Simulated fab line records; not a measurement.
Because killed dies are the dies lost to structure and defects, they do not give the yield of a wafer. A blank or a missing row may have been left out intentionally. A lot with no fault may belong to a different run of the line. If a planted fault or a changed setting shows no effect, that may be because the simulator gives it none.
One fault through the eyes of 2 desks -- flow gf180mcu -- numbers are kept per desk, each desk with only its own; the story behind them comes last

DESK OF THE TOOL OWNER: pecvd-04
The tool's own readings at GF_PASSIVATION_CVD_00 (deposits SiO2 from TEOS, target thk 1000 nm, time 111.95 s): means of the sampled wafers that have a number, for each lot that ran on this tool. If a lot's mean is further than 4 standard deviations from the usual mean, the lot is out of limits and carries the mark OUT (the distance appears in the brackets).
Columns: A = heater_power_w at GF_PASSIVATION_CVD_00, usual 693 W
lot,first seen here,A
L473,day 29 16:22,730
L479,day 31 12:53,734
L481,day 32 02:40,748
This desk's finding: nothing out of limits on any of the 3 lots.

METROLOGY DESK
What the gauges read, lot by lot, whatever tool the lot ran on: means of the sampled wafers that have a number. If a lot's mean is further than 4 standard deviations from the usual mean, the lot is out of limits and carries the mark OUT (the distance appears in the brackets).
Columns: A = cd_nm at GF_TOP_METAL_CD_MEAS_14, usual 440.0 nm; B = PASSIVATION_CVD_00_THK at GF_PASSIVATION_THK_MEAS_01, usual 1001 nm
lot,first seen here,A,B
L469,day 28 06:45,438.0,1006
L473,day 29 15:29,441.1,1004
L479,day 31 12:00,437.5,974
L481,day 32 01:26,441.3,972
L482,day 32 04:09,440.5,996
L483,day 32 12:07,439.7,1000
L484,day 32 15:28,436.9,988
L486,day 33 05:36,442.3,1000
L487,day 33 07:24,441.6,996
L489,day 33 20:45,437.2,994
L490,day 34 01:48,442.5,990
L491,day 34 08:26,439.7,991
This desk's finding: nothing out of limits on any of the 12 lots.

BROUGHT TOGETHER
The tool owner's desk saw nothing out of limits.
Nothing out of limits was seen by the metrology desk.

WHAT WAS PUT IN BY THE SIMULATOR
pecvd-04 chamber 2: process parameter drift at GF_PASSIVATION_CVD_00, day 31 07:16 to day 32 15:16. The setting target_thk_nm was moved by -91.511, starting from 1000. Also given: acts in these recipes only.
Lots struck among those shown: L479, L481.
